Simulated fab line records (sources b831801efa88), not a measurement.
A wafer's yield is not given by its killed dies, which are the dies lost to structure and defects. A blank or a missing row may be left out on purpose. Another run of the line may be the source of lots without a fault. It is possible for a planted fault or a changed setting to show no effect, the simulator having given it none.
A struck lot beside a sound one + flow sky130 + 16 out of 708 route steps
Sound: these wafers, L932.2, L932.4, L932.5. Struck: wafers L942.2, L942.3, L942.4. At the end, the cause is stated.
For every step that has rows: the tool of each side, followed by ch and its chambers, followed by its first start. Under that, the readings that differ: sound wafers + struck wafers + difference of the means + sigmas: that difference in standard deviations of wafers without a fault.
alike: same words and numbers on both sides, and readings whose means sit less than 2 such deviations apart. not compared: any withheld reading, any reading some wafer has no value for, any bound like >300 that may hide the same value, and any number with overlapping values for which the record gives no deviation.
The two part at a step that has a row with sigmas, a row that says differs or no value, or rows on one side only. Numbers that don't overlap but have no deviation are shown without sigmas and don't part them. A reading missing from all wafers of one side parts the sides only when that side holds two or more wafers.

first, 4 steps without rows for these wafers: SKY_LDD_N_IMPLANT_12; SKY_LDD_N_IMPLANT_13; SKY_LDD_N_IMPLANT_14; SKY_LDD_N_IMPLANT_15.
SKY_LDD_N_STRIP_16: strips in O2/N2.
  sound on plasma-asher-04 ch 0,1, day 20 06:45; struck on plasma-asher-04 ch 0,1, day 24 04:54
  alike: drypump-motor-current-A, oes-product-au, strip-time-to-endpoint-s
  not compared: rf-hours-counter-h
SKY_LDD_N_TW_MEAS_17:
  sound: film-metro-04 at day 20 06:52; struck: film-metro-03 at day 24 05:01
  alike: LDD_N_TW
then, 6 steps without rows for these wafers: SKY_LDD_P_DEHYDRATE_00 (time 60 s); SKY_LDD_P_HMDS_01 (prime time 60 s); SKY_LDD_P_COAT_02 (resist thk 1140 nm); SKY_LDD_P_SOFTBAKE_03 (time 60 s); SKY_LDD_P_EXPOSE_04 (exposes mask PSDM, target cd 380 nm); SKY_LDD_P_PEB_05.
SKY_LDD_P_DEVELOP_06: develop time 60 s.
  sound on litho-track-04 ch 0, day 21 13:27; struck on litho-track-03 ch 0, day 25 10:49
SKY_LDD_P_CD_MEAS_07 targets a cd of 380 nm.
  sound: cd-sem-02 at day 21 13:35; struck: cd-sem-02 at day 25 11:04
| reading    | sound             | struck            | difference | sigmas |
|------------|-------------------|-------------------|------------|--------|
| cd-nm (nm) | 382.4 380.5 383.6 | 398.1 398.7 398.7 | +16.3      | +8     |
SKY_LDD_P_OVL_MEAS_08:
  sound: overlay-02 at day 21 13:42; struck: overlay-02 at day 25 11:10
  alike: LDD_P_OVL
-- the record jumps here: 24 days lie between the struck wafers' starts before and after (it left off in module LDD_P and takes up again in module PAD_OPEN, whose first step shown is number 708 of the route) --
SKY_PAD_OPEN_PROBE_99:
  sound: prober-02 at day 47 15:15; struck: prober-02 at day 49 22:54
| reading             | sound    | struck  | difference | sigmas |
|---------------------|----------|---------|------------|--------|
| killed-at-front-end | 29 20 14 | 17 12 7 | -9         | -2     |
  alike: killed_at_M0_to_M3, killed_at_M4_up, killed-at-contacts, killed-at-other, killed-dies, killed-open, killed-short

== WHERE THEY PART ==
At SKY_LDD_P_CD_MEAS_07 first; at SKY_PAD_OPEN_PROBE_99 last (within this record only).

WHY: the cause the simulator had injected
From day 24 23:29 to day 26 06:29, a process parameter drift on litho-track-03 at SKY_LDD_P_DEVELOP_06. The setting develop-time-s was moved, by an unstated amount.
